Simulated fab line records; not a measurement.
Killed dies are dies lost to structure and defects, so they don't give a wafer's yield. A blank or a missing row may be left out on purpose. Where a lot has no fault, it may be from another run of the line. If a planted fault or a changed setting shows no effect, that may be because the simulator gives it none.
A single fault, viewed from 2 desks	flow gf180mcu	each desk holds nothing but its own numbers, with what lay behind them at the end

== TOOL OWNER'S DESK, lithoTrack-04 ==
The tool's own readings at GF_HV_LDD_DEVELOP_06 (develop time 60 s): means of the sampled wafers that have a number, for each lot that ran on this tool. The brackets show how far a lot's mean lies from the usual mean; more than 4 standard deviations puts the lot out of limits, marked OUT.
Columns: A = developerTempC at GF_HV_LDD_DEVELOP_06, usual 22.99 C
lot	first seen here	A
L156	day 10 00:28	23.10
L159	day 10 22:54	23.02
L163	day 12 19:57	23.08
L166	day 13 14:10	22.90
L170	day 14 18:21	20.54 (-22) OUT
L174	day 15 13:04	20.77 (-20) OUT
Finding of this desk: L170, L174 out of limits; the first was L170 at day 14 18:21, on developerTempC at GF_HV_LDD_DEVELOP_06. In limits: L156, L159, L163, L166.

== FROM THE METROLOGY DESK ==
What the gauges read, lot by lot, whatever tool the lot ran on: means of the sampled wafers that have a number. The brackets show how far a lot's mean lies from the usual mean; more than 4 standard deviations puts the lot out of limits, marked OUT.
Columns: A = cdNm at GF_HV_LDD_CD_MEAS_07, usual 399.6 nm; B = M4_ALCU_THK at GF_M4_THK_MEAS_06, usual 459 nm; C = PASSIVATION_CVD_00_THK at GF_PASSIVATION_THK_MEAS_01, usual 1001 nm
lot	first seen here	A	B	C
L156	day 10 00:37	398.0	461	1019
L159	day 10 23:03	403.8	461	1004
L160	day 11 14:30	404.0	462	993
L163	day 12 20:06	399.1	462	1000
L164	day 12 20:11	397.6	456	990
L165	day 13 14:12	399.3	465	988
L166	day 13 14:29	397.8	461	1019
L168	day 14 10:47	401.2	459	994
L170	day 14 18:30	410.7 (+4.6) OUT	457	996
L172	day 15 08:41	401.2	457	996
L174	day 15 13:13	408.4	460	1013
L177	day 16 12:39	398.4	458	1007
L178	day 17 01:21	402.1	460	995
L179	day 17 04:09	399.4	466	995
Finding of this desk: L170 out of limits; the first was L170 at day 14 18:30, on cdNm at GF_HV_LDD_CD_MEAS_07. In limits: L156, L159, L160, L163, L164, L165, L166, L168, L172, L174, L177, L178, L179.

== TAKEN TOGETHER ==
The tool owner's desk had the chance to raise an alarm at day 14 18:21 on L170, L174.
An alarm was possible from the metrology desk at day 14 18:30, on L170.
The metrology desk holds a record of L174, inside its limits.
On lithoTrack-04, each named lot ran GF_HV_LDD_DEVELOP_06.

== WHAT HAD BEEN PUT IN BY THE SIMULATOR ==
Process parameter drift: lithoTrack-04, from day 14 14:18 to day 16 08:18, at GF_HV_LDD_DEVELOP_06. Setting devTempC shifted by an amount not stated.
Struck lots among those shown: L170, L174.
Counting hours from when the fault started, the first reading out of limits came at 4 for the tool owner's desk and at 4 for the metrology desk.
